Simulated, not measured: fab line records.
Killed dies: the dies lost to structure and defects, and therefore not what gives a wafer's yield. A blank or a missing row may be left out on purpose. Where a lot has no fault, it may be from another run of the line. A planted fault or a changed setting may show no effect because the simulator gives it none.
One fault through the eyes of 2 desks    flow sky130    only its own numbers are on each desk; what lay behind them is given at the end

## THE METROLOGY DESK
Lot by lot, what the gauges showed, no matter which tool ran the lot: averages of those sampled wafers that carry a number. If a lot's mean is further than 4 standard deviations from the usual mean, the lot is out of limits and carries the mark OUT (the distance appears in the brackets).
Columns: A = NWELL_OXIDATION_THK at SKY_NWELL_THK_MEAS_02, usual 10.08 nm; B = VT_ADJUST_LVTN_TW at SKY_VT_ADJUST_LVTN_TW_MEAS_10, usual 240; C = VT_ADJUST_NCORE_OVL at SKY_VT_ADJUST_NCORE_OVL_MEAS_08, usual 1.0 nm
lot   first seen here  A      B               C
L948  day 3 07:30      10.36  235             0.2
L946  day 3 07:31      10.29  235             2.9
L947  day 3 07:31      9.96   238             1.8
L950  day 3 13:48      10.36  237             -0.2
L951  day 4 01:11      10.23  246             0.6
L953  day 4 09:40      9.87   247             1.5
L955  day 4 22:22      10.16  214 (-7.0) OUT  0.8
L956  day 4 22:22      10.01  215 (-6.8) OUT  0.5
L958  day 5 08:41      10.24  223 (-4.5) OUT  1.1
L964  day 6 16:58      10.01  238             1.5
L965  day 6 21:11      9.83   247             -1.1
L966  day 7 02:34      10.33  239             -0.9
L967  day 7 09:38      10.05  239             2.2
L968  day 7 12:28      10.13  245             0.8
Finding of this desk: L955, L956, L958 out of limits, first seen on L956 at day 9 17:35 (VT_ADJUST_LVTN_TW at SKY_VT_ADJUST_LVTN_TW_MEAS_10). L948, L946, L947, L950, L951, L953, L964, L965, L966, L967, L968: within limits.

## FOR THE TOOL OWNER'S DESK: implanter-01
The tool's own readings at SKY_VT_ADJUST_LVTN_IMPLANT_08, given as means over the sampled wafers that have a number, one for each lot that went through this tool. If a lot's mean is further than 4 standard deviations from the usual mean, the lot is out of limits and carries the mark OUT (the distance appears in the brackets).
Columns: A = dose ions cm2 at SKY_VT_ADJUST_LVTN_IMPLANT_08, usual 1.5699e+12; B = faraday current uA at SKY_VT_ADJUST_LVTN_IMPLANT_08, usual 8.86
lot   first seen here  A                             B
L948  day 7 19:35      1.5701e+12                    9.09
L947  day 7 20:01      1.5676e+12                    8.80
L956  day 9 17:22      1.1114e+12 (-99 or more) OUT  6.28 (-15) OUT
L955  day 9 18:19      1.1108e+12 (-99 or more) OUT  6.25 (-15) OUT
L958  day 10 09:11     1.1094e+12 (-99 or more) OUT  6.23 (-15) OUT
L966  day 12 15:38     1.5703e+12                    8.85
This desk's finding: out of limits on L955, L956, L958; first on L956, day 9 17:22 (dose ions cm2 at SKY_VT_ADJUST_LVTN_IMPLANT_08). L948, L947, L966: within limits.

## BROUGHT TOGETHER
On L955, L956, L958, at day 9 17:22, an alarm was possible from the tool owner's desk.
On L955, L956, L958, the metrology desk was in a position to raise an alarm at day 9 17:35.
The lots listed all ran SKY_VT_ADJUST_LVTN_IMPLANT_08 on implanter-01.

## WHAT THE SIMULATOR HAD INSERTED
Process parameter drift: implanter-01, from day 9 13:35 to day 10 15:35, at SKY_VT_ADJUST_LVTN_IMPLANT_08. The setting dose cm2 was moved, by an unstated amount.
Struck lots among those shown: L955, L956, L958.
Hours from the fault's start to each desk's first reading out of limits: the tool owner's desk, 4; the metrology desk, 4.
